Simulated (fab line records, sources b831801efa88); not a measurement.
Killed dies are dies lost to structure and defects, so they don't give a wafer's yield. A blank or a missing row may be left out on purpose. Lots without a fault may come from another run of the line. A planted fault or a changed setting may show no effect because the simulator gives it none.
A struck lot beside a sound one | flow sky130 | 17 steps out of a route of 708
Sound: wafers L221.4, L221.5, L221.6. Struck: wafers L218.3, L218.4, L218.6. The cause comes at the end.
At each step with rows: each side's tool, then ch and its chambers, then its first start. Under that, the readings that differ: sound wafers | struck wafers | difference of the means | sigmas: that difference in standard deviations of wafers without a fault.
alike: readings whose means differ by less than 2 such deviations, and words and numbers that are the same on both sides. not compared: withheld readings, readings that some wafer has no value for, bounds like >300 that may hide the same value, and numbers for which the record gives no deviation and whose values overlap.
The two part at a step that has a row with sigmas, a row that says differs or no value, or rows on one side only. Numbers that don't overlap but have no deviation are shown without sigmas and don't part them. A reading that every wafer of one side lacks parts them only if that side has two wafers or more.

SKY_LDD_HVP_STRIP_09: strips in O2/N2.
  sound on plasma_asher-01 ch 0,1, day 27 15:00; struck on plasma_asher-02 ch 0,1, day 26 05:36
  alike: drypump_motor_current_A, oes_product_au, strip_time_to_endpoint_s
  not compared: rf_hours_counter_h
SKY_LDD_HVP_TW_MEAS_10:
  sound on film_metro-02, day 27 15:06; struck on film_metro-04, day 26 05:41
  alike: LDD_HVP_TW
then, 7 steps without rows for these wafers: SKY_LDD_LDN_DEHYDRATE_00 (time 60 s); SKY_LDD_LDN_HMDS_01 (prime time 60 s); SKY_LDD_LDN_COAT_02 (resist thk 1140 nm); SKY_LDD_LDN_SOFTBAKE_03 (time 60 s); SKY_LDD_LDN_EXPOSE_04 (exposes mask LDNTM, target cd 700 nm); SKY_LDD_LDN_PEB_05; SKY_LDD_LDN_DEVELOP_06 (develop time 60 s).
SKY_LDD_LDN_OVL_MEAS_07:
  sound on overlay-02, day 28 19:50; struck on overlay-02, day 27 11:29
  alike: LDD_LDN_OVL
then, 2 steps without rows for these wafers: SKY_LDD_LDN_IMPLANT_08; SKY_LDD_LDN_IMPLANT_09.
SKY_LDD_LDN_IMPLANT_10:
  sound on implanter-04 ch 0, day 28 20:14; struck on implanter-04, day 27 12:01
  no value came back on the struck wafers for beam_energy_keV, beam_on_s (s), implant_ion_amu; on the sound wafers beam_energy_keV reads 14.866 14.870 14.871
then, 1 step without rows for these wafers: SKY_LDD_LDN_IMPLANT_11.
SKY_LDD_LDN_STRIP_12: strips in O2/N2.
  sound on plasma_asher-02 ch 0,1, day 28 20:29; struck on plasma_asher-04 ch 0,1, day 27 12:19
  alike: drypump_motor_current_A, oes_product_au, strip_time_to_endpoint_s
  not compared: rf_hours_counter_h
SKY_LDD_LDN_TW_MEAS_13:
  sound on film_metro-01, day 28 20:35; struck on film_metro-01, day 27 12:23
  reading    | sound          | struck         | difference | sigmas
  LDD_LDN_TW | 1457 1466 1452 | 1343 1347 1345 | -113       | -20
then, 1 step without rows for these wafers: SKY_LDD_LDN_CLEAN_14 (cleans in SC1/SC2, time 150 s).

WHERE THEY PART
First at SKY_LDD_LDN_IMPLANT_10; last, within this record, at SKY_LDD_LDN_TW_MEAS_13.

WHY: what the simulator had put in
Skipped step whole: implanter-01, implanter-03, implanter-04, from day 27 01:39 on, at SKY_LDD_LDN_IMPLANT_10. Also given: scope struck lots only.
